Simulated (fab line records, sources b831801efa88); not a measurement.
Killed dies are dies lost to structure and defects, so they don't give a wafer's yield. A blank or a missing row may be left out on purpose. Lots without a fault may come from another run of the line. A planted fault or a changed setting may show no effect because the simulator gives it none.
Chamber matching | flow sky130 | SKY_METAL3_ETCH_17 on rie_diel-03: 4 sister chambers
The step etches SiO2 in C4F8/O2/Ar, stops on TiN, time 3.9 s, target depth 15 nm. 20 wafers are shown with their chamber, then 10 later ones without.

WAFERS WITH THEIR CHAMBER
wafer  | chamber | oes_product_au (a.u.)
L075.1 | 0       | 0.742
L075.4 | 2       | 0.749
L075.5 | 0       | 0.749
L080.1 | 1       | 0.744
L080.2 | 2       | 0.742
L080.6 | 1       | 0.747
L082.1 | 3       | 0.737
L082.2 | 2       | 0.744
L082.3 | 1       | 0.731
L082.4 | 3       | 0.742
L082.5 | 2       | 0.740
L082.6 | 1       | 0.753
L086.1 | 1       | 0.741
L086.2 | 0       | 0.747
L086.3 | 3       | 0.757
L086.4 | 2       | 0.764
L086.5 | 2       | 0.738
L086.6 | 3       | 0.748
L090.1 | 0       | 0.754
L090.4 | 1       | 0.766

SIGNATURES (means of the wafers above)
reading        | chamber 0 | chamber 1 | chamber 2 | chamber 3 | scatter within a chamber
oes_product_au | 0.74800   | 0.74700   | 0.74617   | 0.74600   | 0.00951
Rule: a wafer's distance from a chamber is the root of the sum, over the readings, of the square of ((its reading less the chamber's mean) divided by the reading's scatter). The wafer belongs to the nearest chamber; if the next one is less than 2 further off, it can't be placed. The scatter: the root of (the sum of the squares of (reading less its chamber's mean) over the shown wafers, divided by (wafers less chambers)).

WAFERS WITHOUT THEIR CHAMBER
wafer  | oes_product_au (a.u.)
L090.6 | 0.750
L092.1 | 0.766
L092.2 | 0.732
L092.3 | 0.746
L092.4 | 0.747
L092.5 | 0.739
L092.6 | 0.772
L095.2 | 0.756
L095.3 | 0.755
L095.6 | 0.762

WHICH CHAMBER EACH WENT THROUGH
wafer  | from the rows above               | in truth
L090.6 | can't be placed: 0 or 1 or 2 or 3 | 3
L092.1 | can't be placed: 0 or 1 or 2 or 3 | 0
L092.2 | can't be placed: 3 or 2 or 1 or 0 | 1
L092.3 | can't be placed: 3 or 2 or 1 or 0 | 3
L092.4 | can't be placed: 1 or 2 or 0 or 3 | 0
L092.5 | can't be placed: 3 or 2 or 1 or 0 | 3
L092.6 | can't be placed: 0 or 1 or 2 or 3 | 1
L095.2 | can't be placed: 0 or 1 or 2 or 3 | 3
L095.3 | can't be placed: 0 or 1 or 2 or 3 | 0
L095.6 | can't be placed: 0 or 1 or 2 or 3 | 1
Placed correctly: 0 of 10. Can't be placed from these rows: 10 (the true chamber is among the candidates in 10). Placed wrongly: 0.
